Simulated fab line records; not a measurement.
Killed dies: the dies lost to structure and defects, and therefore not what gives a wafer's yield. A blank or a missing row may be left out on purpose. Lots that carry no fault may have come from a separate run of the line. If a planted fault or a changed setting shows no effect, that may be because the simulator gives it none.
A struck lot beside a sound one -- flow sky130 -- 15 out of 708 route steps
Sound: these wafers, L141.4, L141.5, L141.6. Wafers struck: L145.3, L145.5, L145.6. At the end, the cause is stated.
At each step with rows: each side's tool, then ch and its chambers, then its first start. Under that, the readings that differ: sound wafers -- struck wafers -- difference of the means -- sigmas: that difference in standard deviations of wafers without a fault.
alike: readings whose means differ by less than 2 such deviations, and words and numbers that are the same on both sides. not compared: withheld readings, readings that some wafer has no value for, bounds like >300 that may hide the same value, and numbers for which the record gives no deviation and whose values overlap.
Wherever a step has rows on one side only, a row that says differs or no value, or a row with sigmas, the two part there. Numbers that don't overlap but have no deviation are shown without sigmas and don't part them. A reading missing from all wafers of one side parts the sides only when that side holds two or more wafers.

SKY_METAL1_STRIP_20: strips in O2/N2.
  sound on plasma asher-04 ch 0,1, day 36 18:27; struck on plasma asher-01 ch 0,1, day 38 16:07
reading,sound,struck,difference,sigmas
strip time to endpoint s (s),2.66 2.63 2.69,2.77 2.74 2.73,+0.09,+3
  alike: drypump motor current A, oes product au
  not compared: rf hours counter h
then, 4 steps without rows for these wafers: SKY_METAL1_STRIP_21 (strips in post etch residue remover, time 1200 s); SKY_METAL1_CLEAN_22 (cleans in IPA, time 180 s); SKY_METAL1_CLEAN_23 (cleans in O3/DIW); SKY_VIA1_HDPCVD_00 (deposits SiO2, target thk 1030 nm, time 171.7 s).
SKY_VIA1_THK_MEAS_01:
  sound on film metro-02 at day 36 19:11; struck on film metro-01 at day 38 16:49
reading,sound,struck,difference,sigmas
VIA1_HDPCVD_THK (nm),1017 1028 1028,1034 1040 1050,+17,+2
SKY_VIA1_CMP_02: polishes SiO2.
  sound on cmp-02 ch 0,3, day 36 19:13; struck on cmp-02 ch 0,1,3, day 38 17:01
  alike: motor current A
SKY_VIA1_BOW_MEAS_03:
  sound on film metro-01 at day 36 19:34; struck on film metro-02 at day 38 17:12
  alike: VIA1_BOW
then, 4 steps without rows for these wafers: SKY_VIA1_DEHYDRATE_04 (time 60 s); SKY_VIA1_HMDS_05 (prime time 60 s); SKY_VIA1_COAT_06 (resist thk 60 nm); SKY_VIA1_COAT_07 (resist thk 450 nm).
SKY_VIA1_SOFTBAKE_08: time 90 s.
  sound on litho track-04 ch 0, day 37 09:00; struck on litho track-01 ch 0, day 39 04:00
reading,sound,struck,difference,sigmas
heater power total W (W),57.27 57.28 57.52,56.71 56.87 56.87,-0.54,-5
plate temp C (C),99.92 99.90 99.89,99.35 99.31 99.34,-0.57,-4
  alike: exhaust pa
then, 1 step without rows for these wafers: SKY_VIA1_EXPOSE_09 (exposes mask VIM, target cd 150 nm).
-- the record jumps here: 11 days lie between the struck wafers' starts before and after (it left off in module VIA1 and takes up again in module PAD_OPEN, whose first step shown is number 708 of the route) --
SKY_PAD_OPEN_PROBE_99:
  sound on prober-01 at day 48 20:08; struck on prober-01 at day 50 00:52
  alike: defect limited yield, killed_at_M0_to_M3, killed_at_M4_up, killed at contacts, killed at front end, killed at other, killed dies, killed open, killed short, sort_bin_3_pad_short, sort_bin_5_function, sort_bin_6_memory, sort n pass, sort yield pct

== WHERE THEY PART ==
Last at SKY_VIA1_SOFTBAKE_08 as far as this record goes, first at SKY_METAL1_STRIP_20. Later steps at which nothing parts them and some readings are alike: SKY_PAD_OPEN_PROBE_99.

WHY: whatever the simulator had introduced
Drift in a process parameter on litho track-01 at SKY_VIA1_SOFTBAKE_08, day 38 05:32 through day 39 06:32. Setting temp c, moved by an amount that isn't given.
